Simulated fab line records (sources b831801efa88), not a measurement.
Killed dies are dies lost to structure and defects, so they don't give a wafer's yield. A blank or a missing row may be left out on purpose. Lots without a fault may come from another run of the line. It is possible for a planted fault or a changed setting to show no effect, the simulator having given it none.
Commonality check across tools | flow sky130 | Sample size 10 lots and 30 wafers

== WHY THIS WAS OPENED ==
2 of 10 lots carry a flag on the reading CAPM_TIN_RS at SKY_CAPM_RS_MEAS_03. No-fault wafers: 6.90 ohm/sq, standard deviation 0.075.
Rule: a lot is flagged in two cases, either no wafer of it has a number, or all its wafers with numbers fall more than 4 standard deviations from that mean. All remaining lots are regarded as sound.

lot  | measured     | on            | CAPM_TIN_RS (ohm/sq), wafer by wafer | flag
L722 | day 35 12:55 | film metro-02 | 6.81 6.86 6.81                       |
L725 | day 36 22:31 | film metro-02 | 6.93 6.88 6.91                       |
L726 | day 37 13:46 | film metro-01 | 6.85 6.94 6.88                       |
L729 | day 38 15:55 | film metro-02 | 6.85 6.89 6.97                       |
L731 | day 39 09:52 | film metro-03 | 6.93 6.96 6.96                       |
L733 | day 39 10:52 | film metro-03 | 8.15 8.04 7.95                       | FLAGGED
L735 | day 40 04:07 | film metro-03 | 8.10 7.98 8.03                       | FLAGGED
L736 | day 40 09:29 | film metro-03 | 7.00 6.85 6.93                       |
L741 | day 42 02:11 | film metro-01 | 7.04 6.93 7.04                       |
L743 | day 43 10:11 | film metro-01 | 6.73 6.83 6.89                       |
Average over the flagged lots: 8.04 ohm/sq; offset from the usual +1.14 ohm/sq, equal to +15 standard deviations.

== EACH LOT AND THE TOOL IT RAN ON ==
The record keeps 1 process step preceding the reading, out of 708 steps on the route. In each cell: the tool, then ch and the chambers that the sampled wafers went through, then the start.
lot  | flag    | SKY_CAPM_SPUTTER_02
L722 |         | pvd sputter-02, day 35 12:49
L725 |         | pvd sputter-02, day 36 22:23
L726 |         | pvd sputter-01, day 37 13:40
L729 |         | pvd sputter-03, day 38 15:49
L731 |         | pvd sputter-03, day 39 09:46
L733 | FLAGGED | pvd sputter-03, day 39 10:43
L735 | FLAGGED | pvd sputter-03, day 40 03:58
L736 |         | pvd sputter-01, day 40 09:23
L741 |         | pvd sputter-01, day 42 02:04
L743 |         | pvd sputter-01, day 43 10:05
These steps, and what they do:
- SKY_CAPM_SPUTTER_02: material TiN, target thk 200 nm, time 166.7 s.
- SKY_CAPM_RS_MEAS_03: measures by four-point-probe.

== FLAGGED AGAINST TOTAL, ONE TOOL AT A TIME (gauges that did the reading follow at the end) ==
step                | tool           | lots run | flagged | share of the flagged lots | sound lots run after its first flagged lot
SKY_CAPM_SPUTTER_02 | pvd sputter-01 | 4        | 0       | none                      | -
SKY_CAPM_SPUTTER_02 | pvd sputter-02 | 2        | 0       | none                      | -
SKY_CAPM_SPUTTER_02 | pvd sputter-03 | 4        | 2       | all                       | 0
SKY_CAPM_RS_MEAS_03 | film metro-01  | 3        | 0       | none                      | -
SKY_CAPM_RS_MEAS_03 | film metro-02  | 3        | 0       | none                      | -
SKY_CAPM_RS_MEAS_03 | film metro-03  | 4        | 2       | all                       | 1 (L736)

== WHAT THE TABLE PERMITS ==
Every flagged lot went through 2 rows of the table: pvd sputter-03 at SKY_CAPM_SPUTTER_02 and film metro-03 at SKY_CAPM_RS_MEAS_03.
- pvd sputter-03 at SKY_CAPM_SPUTTER_02: 2 of its 4 lots flagged. Last sound lot L731 at day 39 09:46, first flagged lot L733 at day 39 10:43; a fault beginning in between fits.
- film metro-03 at SKY_CAPM_RS_MEAS_03: 2 of its 4 lots flagged. After the first flagged lot (L736), sound lots still ran on it; a lasting fault on the whole tool would not permit that.
Just one tool remains: pvd sputter-03 at SKY_CAPM_SPUTTER_02.

== WHAT THE SIMULATOR HAD PUT IN ==
Site profile drift: pvd sputter-03, from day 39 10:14 on, at SKY_CAPM_SPUTTER_02. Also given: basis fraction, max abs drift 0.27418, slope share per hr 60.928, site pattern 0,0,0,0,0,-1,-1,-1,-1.
Struck lots among those shown: L733, L735. The rule given above showed the same thing.
